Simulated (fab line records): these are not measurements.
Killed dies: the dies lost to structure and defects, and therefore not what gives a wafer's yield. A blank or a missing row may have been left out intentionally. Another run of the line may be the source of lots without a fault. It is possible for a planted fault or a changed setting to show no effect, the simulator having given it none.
Which of the tools did it? | flow sky130 | 21 wafers sampled from 7 lots at 1 step of a route of 708

WHAT THE GAUGES READ, wafer by wafer
SKY_FIELD_ISO_CD_MEAS_13: target cd 150 nm.
lot  | measured    | on       | cdNm (nm)
L354 | day 2 15:33 | cdSem-01 | 152.1 151.0 152.6
L359 | day 3 17:11 | cdSem-01 | 147.1 148.6 147.1
L361 | day 4 02:47 | cdSem-02 | 150.2 151.1 151.6
L365 | day 5 01:48 | cdSem-02 | 150.1 150.9 151.1
L367 | day 5 10:20 | cdSem-02 | 146.9 149.8 147.1
L370 | day 6 03:20 | cdSem-01 | 151.5 149.0 150.8
L375 | day 7 05:11 | cdSem-01 | 147.7 147.6 147.5

WHAT TOOL EACH LOT RAN ON (gives the tool, then ch and the chambers of the sampled wafers, and finally the start)
No process step before these readings appears in the record.

THE ANSWER, worked out from the rows above alone
Rule: the lots themselves supply what counts as usual. The widest of any qualifying gaps counts: lots, ordered by their means at a reading, are off when they make up no more than a third of the lots, leave a main group of 4 or more, and stand apart from it by 3 or more times the standard deviation of that group's means. If all means in a main group match to the digits the tables above print for the reading, that group is not used. Also off: a lot with no number at a reading for which 4 or more lots have one. The other lots that the step has rows for count as sound.
None of the lots is off at any reading shown; this tells nothing.

WHAT WAS PUT IN BY THE SIMULATOR
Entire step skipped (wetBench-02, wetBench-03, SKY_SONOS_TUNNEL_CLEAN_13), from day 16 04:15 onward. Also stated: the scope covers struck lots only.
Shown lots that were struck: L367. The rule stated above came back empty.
